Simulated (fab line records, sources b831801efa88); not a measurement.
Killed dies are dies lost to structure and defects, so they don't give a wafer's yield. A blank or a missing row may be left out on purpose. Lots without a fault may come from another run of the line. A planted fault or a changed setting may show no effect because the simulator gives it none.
fab line records | flow gf180mcu | part 1 of 2: steps 1 to 28 of 29
record lots=7 wafers=21 last_day=33
route steps=602 shown V2@399 M3@409 PASSIVATION@602
lots that met no fault: from a run of the same line without faults
start_h: hours from the record's first day to the start of the lot's first wafer shown | wait_h: hours since the lot's step before | " the same as in the row above | L1.1+2: a row that stands for several wafers | - no value, or no start given | * or withheld: withheld | < > ~ a bound
route shown NAME@n: a module of which the file shows steps, and the number in the route of the first | usual: mean/standard deviation of fault-free wafers | same: alike in all rows | chamber/n: place in a boat | sites: the reading at each site | _std_site: their standard deviation | _edge_site: outer sites' mean less inner sites' | radius_mm: how far each site lies from the wafer's centre | mask NAME#n: copy n | behind: the tool/chamber that last shaped the wafer | hold: why the lot was held/for how many hours/how that ended | device: the transistor (n, p or np) that didn't switch | end of line: the same wafers' tests at the end of the route | a step without rows: its recipe alone | killed: dies lost to structure and defects at the first sort, not the wafer's yield | map: a wafer's dies, x killed, . not, _ none there
set.NAME: the setting as run; set.NAME@STEP: as run at that earlier step | model.NAME: the simulator's own value behind a step, which no gauge read
lots at some steps of the route; a table a step, a row a wafer
services: from which hour (start_h, from the record's first day; less than 0 if before it) a tool's chamber was out of use, for how many hours, and why
## steps
# step GF_V2_ETCH_17
# recipe chemistry=C4F8/O2/Ar mask_material=KrF target=SiO2 stop_on=TiN source_w=1500 bias_w=1200 pressure_mtorr=40 c4f8_flow_sccm=withheld O2_flow_sccm=6 Ar_flow_sccm=300 time_s=withheld target_depth_a=6300
# step GF_V2_STRIP_18
# recipe chemistry=O2/N2 power_w=1400 pressure_mtorr=1500 platen_temp_c=250 o2_flow_sccm=3000 n2_flow_sccm=300 overash_fraction=0.5
# usual drypump_motor_current_A=5.8/0.51 heater_power_w=337/41 oes_product_au=0.594/0.0051
# columns lot.wafer tool chamber start_h wait_h drypump_motor_current_A heater_power_w oes_product_au rf_hours_counter_h
L858.1 plasma_asher-02 1 518.37 - 6.2 321 0.594 42
L858.3 " 1 " " 6.2 326 0.600 -
L858.5 " 1 " " 6.2 327 0.596 -
L864.2 plasma_asher-04 1 563.77 - 5.1 318 0.590 14
L864.3 " 0 " " 5.4 431 0.600 -
L864.4 " 1 " " 5.1 320 0.597 -
L866.2 plasma_asher-04 0 574.77 - 5.4 414 0.593 15
L866.4 " 1 " " 5.2 318 0.588 -
L866.5 " 0 " " 5.4 422 0.585 -
L867.2 plasma_asher-02 0 583.37 - 6.0 317 0.604 48
L867.5 " 0 " " 6.1 323 0.588 -
L867.6 " 1 " " 6.2 321 0.592 -
L868.2 plasma_asher-03 1 591.17 - 5.5 343 0.595 98
L868.4 " 0 " " 6.6 290 0.589 -
L868.5 " 0 " " 6.6 296 0.591 -
L869.2 plasma_asher-04 1 596.15 - 5.1 318 0.594 17
L869.4 " 1 " " 5.1 316 0.596 -
L869.6 " 0 " " 5.4 420 0.597 -
L872.1 plasma_asher-02 0 618.92 - 6.0 318 0.588 52
L872.2 " 1 " " 6.2 320 0.594 52
L872.3 " 1 " " 6.2 335 0.592 -
# step GF_V2_STRIP_19
# recipe chemistry=post_etch_residue_remover time_s=1200 temp_c=72.5
# step GF_V2_CLEAN_20
# recipe chemistry=DIW dry=n2_spin
# step GF_V2_SPUTTER_21
# recipe material=Ti target_thk_nm=15 chamber_pressure_pa=5 power_w=2500 substrate_temp_c=200 time_s=80.02
# step GF_V2_SPUTTER_22
# recipe material=TiN target_thk_nm=10 chamber_pressure_pa=4.895 power_w=4000 time_s=40
# usual throttle_valve_pct=30.2/1.1
# columns lot.wafer tool chamber start_h wait_h throttle_valve_pct
L858.1 pvd_sputter-03 - 519.31 0.0 29.3
L858.3 " - " " 30.9
L858.5 " - " " 30.1
L864.2 pvd_sputter-04 - 564.37 0.0 30.8
L864.3 " - " " 30.5
L864.4 " - " " 31.4
L866.2 pvd_sputter-04 - 575.40 0.0 31.3
L866.4 " - " " 28.6
L866.5 " - " " 28.9
L867.2 pvd_sputter-03 - 583.96 0.0 28.3
L867.5 " - " " 28.2
L867.6 " - " " 30.9
L868.2 pvd_sputter-04 - 591.77 0.0 31.3
L868.4 " - " " 31.0
L868.5 " - " " 31.5
L869.2 pvd_sputter-03 - 596.74 0.0 28.3
L869.4 " - " " 30.2
L869.6 " - " " 31.1
L872.1 pvd_sputter-02 - 619.54 0.0 30.2
L872.2 " - " " 29.9
L872.3 " - " " 32.0
# step GF_V2_CVD_23
# recipe material=W target_thk_nm=350 time_s=104.94 temp_c=400 pressure_torr=40
# step GF_V2_RS_MEAS_24
# recipe thk_meas_gauge=four-point-probe reads=W_of_V2_CVD_23+TiN_of_V2_SPUTTER_22+Ti_of_V2_SPUTTER_21
# usual V2_W_RS=0.331/0.0032
# columns lot.wafer tool chamber start_h wait_h V2_W_RS[ohm/sq]
L858.1 film_metro-03 - 519.47 0.1 0.332
L858.3 " - " " 0.328
L858.5 " - " " 0.330
L864.2 film_metro-02 - 564.54 0.1 0.334
L864.3 " - " " 0.333
L864.4 " - " " 0.335
L866.2 film_metro-03 - 575.57 0.1 0.328
L866.4 " - " " 0.330
L866.5 " - " " 0.331
L867.2 film_metro-01 - 584.25 0.2 0.326
L867.5 " - " " 0.329
L867.6 " - " " 0.329
L868.2 film_metro-03 - 591.94 0.1 0.333
L868.4 " - " " 0.331
L868.5 " - " " 0.332
L869.2 film_metro-03 - 596.91 0.1 0.329
L869.4 " - " " 0.327
L869.6 " - " " 0.330
L872.1 film_metro-03 - 619.87 0.3 0.329
L872.2 " - " " 0.331
L872.3 " - " " 0.330
# step GF_V2_THK_MEAS_25
# recipe thk_meas_gauge=xrf reads=W_of_V2_CVD_23
# usual V2_W_THK=362/4.8
# columns lot.wafer tool chamber start_h wait_h V2_W_THK[nm]
L858.1 film_metro-03 - 519.59 0.1 361
L858.3 " - " " 365
L858.5 " - " " 363
L864.2 film_metro-02 - 564.65 0.1 361
L864.3 " - " " 364
L864.4 " - " " 362
L866.2 film_metro-03 - 575.68 0.1 362
L866.4 " - " " 357
L866.5 " - " " 357
L867.2 film_metro-01 - 584.36 0.1 372
L867.5 " - " " 367
L867.6 " - " " 369
L868.2 film_metro-03 - 592.05 0.1 357
L868.4 " - " " 359
L868.5 " - " " 359
L869.2 film_metro-03 - 597.02 0.1 361
L869.4 " - " " 366
L869.6 " - " " 363
L872.1 film_metro-03 - 619.99 0.1 364
L872.2 " - " " 364
L872.3 " - " " 363
# step GF_V2_CMP_26
# recipe stop_on=SiO2 down_force_psi=3.5 platen_rpm=60 t_overpolish_s=15 target_thk_nm=0 pad_velocity_m_s=0.94248
# usual edge_zone_pressure_frac=1.000/0.0055 motor_current_A=10.7/0.98 overpolish_run_s=15.001/0.0098 time_to_endpoint_s=83/3.1
# same t_overpolish_s=15
# columns lot.wafer tool chamber start_h wait_h edge_zone_pressure_frac motor_current_A overpolish_run_s time_to_endpoint_s
L858.1 cmp-02 2 519.70 0.1 1.019 10.4 14.991 82
L858.3 " 0 " " 1.007 9.3 14.999 83
L858.5 " 2 " " 1.006 10.6 15.022 81
L864.3 cmp-02 2 564.70 0.0 1.002 11.2 14.999 83
L864.2 " 0 " " 0.998 9.8 15.001 88
L864.4 " 1 " " 1.009 10.3 14.997 78
L866.2 cmp-01 2 575.73 0.0 0.999 10.2 15.011 82
L866.4 " 3 " " 0.998 9.8 15.007 87
L866.5 " 3 " " 0.996 10.2 15.000 89
L867.2 cmp-01 1 584.46 0.1 0.998 12.7 14.988 83
L867.5 " 0 " " 1.005 11.2 14.985 83
L867.6 " 1 " " 0.992 12.4 15.001 82
L868.2 cmp-02 2 592.10 0.0 1.006 11.1 15.000 83
L868.4 " 3 " " 1.007 10.5 14.985 81
L868.5 " 2 " " 1.004 11.5 15.015 83
L869.4 cmp-02 3 597.12 0.1 1.005 10.6 14.993 84
L869.2 " 1 " " 0.999 10.5 15.001 79
L869.6 " 3 " " 1.010 10.5 14.998 83
L872.3 cmp-01 2 620.05 0.0 1.005 9.7 15.012 83
L872.2 " 3 " " 0.995 10.7 15.007 85
L872.1 " 1 " " 0.995 12.2 15.002 85
# step GF_M3_SPUTTER_00
# recipe material=Ti target_thk_nm=37.5 arriving_ion_energy_ev=80 substrate_temp_c=200 chamber_pressure_pa=2 power_w=4000 time_s=150
# step GF_M3_SPUTTER_01
# recipe material=TiN target_thk_nm=30 power_w=6500 time_s=25 chamber_pressure_pa=0.4
# usual throttle_valve_pct=30.3/1
# columns lot.wafer tool chamber start_h wait_h throttle_valve_pct
L858.1 pvd_sputter-02 - 520.05 0.1 28.6
L858.3 " - " " 29.9
L858.5 " - " " 31.7
L864.2 pvd_sputter-01 - 565.10 0.1 30.1
L864.3 " - " " 29.0
L864.4 " - " " 31.6
L866.2 pvd_sputter-01 - 576.15 0.1 30.6
L866.4 " - " " 28.9
L866.5 " - " " 29.1
L867.2 pvd_sputter-01 - 584.83 0.1 30.1
L867.5 " - " " 29.4
L867.6 " - " " 30.8
L868.2 pvd_sputter-02 - 592.50 0.1 31.9
L868.4 " - " " 29.7
L868.5 " - " " 28.7
L869.2 pvd_sputter-01 - 597.47 0.1 31.6
L869.4 " - " " 30.1
L869.6 " - " " 29.2
L872.1 pvd_sputter-04 - 620.45 0.1 30.1
L872.2 " - " " 28.8
L872.3 " - " " 31.4
# step GF_M3_SPUTTER_02
# recipe material=AlCu target_thk_nm=450 power_w=10600 time_s=23.9 chamber_pressure_pa=0.4
# usual throttle_valve_pct=30.3/1.1
# columns lot.wafer tool chamber start_h wait_h throttle_valve_pct model.AlCu_of_M3_SPUTTER_02.thk_nm
L858.1 pvd_sputter-02 - 520.08 0.0 28.3 448.2
L858.3 " - " " 30.0 445.1
L858.5 " - " " 31.9 455.9
L864.2 pvd_sputter-01 - 565.13 0.0 30.2 453.1
L864.3 " - " " 29.1 446.7
L864.4 " - " " 31.5 451.8
L866.2 pvd_sputter-01 - 576.18 0.0 30.6 734.3
L866.4 " - " " 28.8 732.5
L866.5 " - " " 29.2 732.8
L867.2 pvd_sputter-01 - 584.86 0.0 30.1 729.9
L867.5 " - " " 29.3 730.2
L867.6 " - " " 30.7 729.6
L868.2 pvd_sputter-02 - 592.53 0.0 31.7 447
L868.4 " - " " 29.8 446.8
L868.5 " - " " 28.6 440.7
L869.2 pvd_sputter-01 - 597.50 0.0 31.6 733
L869.4 " - " " 29.9 736
L869.6 " - " " 29.2 732
L872.1 pvd_sputter-04 - 620.48 0.0 30.6 450.8
L872.2 " - " " 28.7 448.7
L872.3 " - " " 31.6 449.7
# step GF_M3_SPUTTER_03
# recipe material=Ti target_thk_nm=10 substrate_temp_c=300 chamber_pressure_pa=0.3 power_w=3000 time_s=6.7
# usual throttle_valve_pct=30.3/1.1
# columns lot.wafer tool chamber start_h wait_h throttle_valve_pct
L858.1 pvd_sputter-02 - 520.11 0.0 28.4
L858.3 " - " " 30.2
L858.5 " - " " 31.7
L864.2 pvd_sputter-01 - 565.16 0.0 30.1
L864.3 " - " " 29.1
L864.4 " - " " 31.7
L866.2 pvd_sputter-01 - 576.21 0.0 30.7
L866.4 " - " " 29.1
L866.5 " - " " 29.2
L867.2 pvd_sputter-01 - 584.89 0.0 30.1
L867.5 " - " " 29.1
L867.6 " - " " 30.6
L868.2 pvd_sputter-02 - 592.56 0.0 32.2
L868.4 " - " " 29.8
L868.5 " - " " 28.3
L869.2 pvd_sputter-01 - 597.53 0.0 31.5
L869.4 " - " " 30.0
L869.6 " - " " 29.3
L872.1 pvd_sputter-04 - 620.51 0.0 30.4
L872.2 " - " " 28.8
L872.3 " - " " 31.4
# step GF_M3_SPUTTER_04
# recipe material=TiN target_thk_nm=50 power_w=6500 time_s=41.7 chamber_pressure_pa=0.4
# step GF_M3_RS_MEAS_05
# recipe thk_meas_gauge=four-point-probe reads=TiN_of_M3_SPUTTER_04+Ti_of_M3_SPUTTER_03+AlCu_of_M3_SPUTTER_02+TiN_of_M3_SPUTTER_01+Ti_of_M3_SPUTTER_00
# usual M3_ALCU_RS=0.0697/0.00075
# columns lot.wafer tool chamber start_h wait_h M3_ALCU_RS[ohm/sq]
L858.1 film_metro-01 - 520.17 0.0 0.0699
L858.3 " - " " 0.0703
L858.5 " - " " 0.0687
L864.2 film_metro-01 - 565.24 0.0 0.0692
L864.3 " - " " 0.0703
L864.4 " - " " 0.0696
L866.2 film_metro-02 - 576.29 0.0 0.0424
L866.4 " - " " 0.0426
L866.5 " - " " 0.0425
L867.2 film_metro-01 - 584.97 0.0 0.0427
L867.5 " - " " 0.0428
L867.6 " - " " 0.0428
L868.2 film_metro-01 - 592.64 0.0 0.0701
L868.4 " - " " 0.0702
L868.5 " - " " 0.0713
L869.2 film_metro-01 - 597.61 0.0 0.0426
L869.4 " - " " 0.0425
L869.6 " - " " 0.0427
L872.1 film_metro-04 - 620.63 0.1 0.0695
L872.2 " - " " 0.0697
L872.3 " - " " 0.0697
# step GF_M3_THK_MEAS_06
# recipe thk_meas_gauge=xrf reads=AlCu_of_M3_SPUTTER_02
# usual M3_ALCU_THK=445/5
# columns lot.wafer tool chamber start_h wait_h M3_ALCU_THK[nm]
L858.1 film_metro-01 - 520.29 0.1 445
L858.3 " - " " 441
L858.5 " - " " 452
L864.2 film_metro-01 - 565.35 0.1 447
L864.3 " - " " 442
L864.4 " - " " 446
L866.2 film_metro-02 - 576.40 0.1 726
L866.4 " - " " 724
L866.5 " - " " 728
L867.2 film_metro-01 - 585.08 0.1 722
L867.5 " - " " 724
L867.6 " - " " 723
L868.2 film_metro-01 - 592.75 0.1 443
L868.4 " - " " 445
L868.5 " - " " 438
L869.2 film_metro-01 - 597.72 0.1 729
L869.4 " - " " 728
L869.6 " - " " 723
L872.1 film_metro-04 - 620.75 0.1 447
L872.2 " - " " 448
L872.3 " - " " 446
# step GF_M3_DEHYDRATE_07
# recipe temp_c=200 time_s=60
# step GF_M3_HMDS_08
# recipe prime_time_s=60 prime_temp_c=120
# step GF_M3_COAT_09
# recipe resist=KrF spin_rpm=withheld resist_thk_nm=1000
# step GF_M3_SOFTBAKE_10
# recipe temp_c=130 time_s=60 resist=KrF
# step GF_M3_EXPOSE_11
# recipe mask_id=Metal3 target_cd_nm=280 na=0.68 source_shape=conventional sigma_outer=0.6 dose_mj=28
# step GF_M3_PEB_12
# recipe peb_temp_c=135 peb_time_s=90 resist=KrF
# step GF_M3_DEVELOP_13
# recipe develop_time_s=60 dev_temp_c=21
# step GF_M3_CD_MEAS_14
# recipe target_cd_nm=280
# usual cd_nm=279.6/1.3
# columns lot.wafer tool chamber start_h wait_h cd_nm
L858.1 cd_sem-01 - 542.88 0.1 278.6
L858.3 " - " " 277.8
L858.5 " - " " 276.5
L864.2 cd_sem-02 - 586.65 0.1 282.6
L864.3 " - " " 282.6
L864.4 " - " " 282.4
L866.2 cd_sem-01 - 596.60 0.1 278.4
L866.4 " - " " 278.9
L866.5 " - " " 278.8
L867.2 cd_sem-01 - 605.80 0.1 279.6
L867.5 " - " " 278.7
L867.6 " - " " 280.0
L868.2 cd_sem-02 - 613.92 0.1 280.2
L868.4 " - " " 281.2
L868.5 " - " " 281.1
L869.2 cd_sem-01 - 618.30 0.1 280.2
L869.4 " - " " 279.1
L869.6 " - " " 279.9
L872.1 cd_sem-02 - 640.73 0.1 281.1
L872.2 " - " " 278.9
L872.3 " - " " 279.6
# step GF_M3_OVL_MEAS_15
# usual M3_OVL=-3/5.5
# columns lot.wafer tool chamber start_h wait_h M3_OVL[nm]
L858.1 overlay-02 - 543.00 0.1 -12
L858.3 " - " " -9
L858.5 " - " " -13
L864.2 overlay-02 - 586.76 0.1 -2
L864.3 " - " " -3
L864.4 " - " " -2
L866.2 overlay-02 - 596.71 0.1 0
L866.4 " - " " 13
L866.5 " - " " 7
L867.2 overlay-01 - 605.91 0.1 -10
L867.5 " - " " 2
L867.6 " - " " -2
L868.2 overlay-01 - 614.03 0.1 -5
L868.4 " - " " 2
L868.5 " - " " 1
L869.2 overlay-01 - 618.41 0.1 -12
L869.4 " - " " -9
L869.6 " - " " -14
L872.1 overlay-02 - 640.85 0.1 0
L872.2 " - " " 3
L872.3 " - " " -3
# step GF_M3_METAL_ETCH_16
# recipe chemistry=Cl2/BCl3 mask_material=KrF target_depth_nm=750.8 stop_on=SiO2 pressure_mtorr=8 icp_w=800 bias_w=140 Cl2_flow_sccm=80 bcl3_flow_sccm=40 time_s=125.1
# usual drypump_motor_current_A=5.6/0.4 oes_product_au=0.993/0.0052 throttle_valve_pct=28.227/0.0091
# columns lot.wafer tool chamber start_h wait_h drypump_motor_current_A oes_product_au rf_hours_counter_h throttle_valve_pct
L858.1 rie_metal-03 0 543.04 0.0 6.0 0.988 11 28.236
L858.3 " 1 " " 5.2 0.996 - 28.221
L858.5 " 0 " " 6.0 0.994 - 28.235
L864.2 rie_metal-01 0 586.79 0.0 5.9 0.988 6 28.223
L864.3 " 0 " " 5.9 0.994 - 28.229
L864.4 " 1 " " 6.2 0.994 - 28.228
L866.2 rie_metal-01 1 596.74 0.0 6.1 1.010 12 28.219
L866.4 " 1 " " 6.2 1.012 - 28.223
L866.5 " 1 " " 6.2 1.005 - 28.209
L867.2 rie_metal-03 1 605.94 0.0 5.2 1.012 16 28.216
L867.5 " 0 " " 6.0 0.996 - 28.232
L867.6 " 1 " " 5.2 1.012 - 28.220
L868.2 rie_metal-02 0 614.06 0.0 5.1 0.996 2 28.210
L868.4 " 0 " " 5.1 0.994 - 28.216
L868.5 " 1 " " 5.4 0.990 - 28.224
L869.2 rie_metal-01 1 618.44 0.0 6.2 1.008 13 28.190
L869.4 " 1 " " 6.2 1.016 - 28.201
L869.6 " 1 " " 6.2 1.015 - 28.213
L872.1 rie_metal-01 0 640.89 0.0 5.8 1.002 8 28.226
L872.2 " 0 " " 5.9 0.992 - 28.236
L872.3 " 0 " " 5.8 0.990 - 28.222
# step GF_M3_STRIP_17
# recipe chemistry=O2/N2 power_w=1400 pressure_mtorr=1500 platen_temp_c=250 o2_flow_sccm=3000 n2_flow_sccm=300 overash_fraction=0.5
## key
first_sign step=GF_M3_RS_MEAS_05 reading=M3_ALCU_RS direction=down sigmas=36 usual=0.0697 struck=0.0426
effect step=GF_M3_THK_MEAS_06 reading=M3_ALCU_THK direction=up sigmas=56 usual=445 struck=725
effect step=GF_M3_METAL_ETCH_16 reading=oes_product_au direction=up sigmas=3.2 usual=0.993 struck=1.010 wafers_moved=8
effect step=GF_PASSIVATION_PROBE_99 reading=sort_bin_3_pad_short direction=up sigmas=99+ usual=0.5 struck=90.8
model_effect step=GF_M3_SPUTTER_02 value=AlCu_of_M3_SPUTTER_02.thk_nm without=449 struck=732.3
more_kills_born_at GF_M3_METAL_ETCH_16@rie_metal-01=2659 GF_M3_METAL_ETCH_16@rie_metal-03=1334
met_at GF_M3_SPUTTER_02
struck_wafers L866.2,L866.4,L866.5,L867.2,L867.5,L867.6,L869.2,L869.4,L869.6
later_rows_left_out L866.2,L866.4,L866.5,L867.2,L867.5,L867.6,L869.2,L869.4,L869.6
onset_between 565.13 576.18
also_fits GF_M3_SPUTTER_01:pvd_sputter-01,GF_M3_SPUTTER_03:pvd_sputter-01
fault kind=process_parameter_drift tool=pvd_sputter-01 chamber=- onset_h=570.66 steps=GF_M3_SPUTTER_02 channel=target_thk_nm offset=283.23 shape=step end_h=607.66 acts_in=these_recipes_only stated=450
# later_rows_left_out: the simulator's readings of these wafers behind a module that went badly wrong aren't trusted and aren't shown, but for the sort
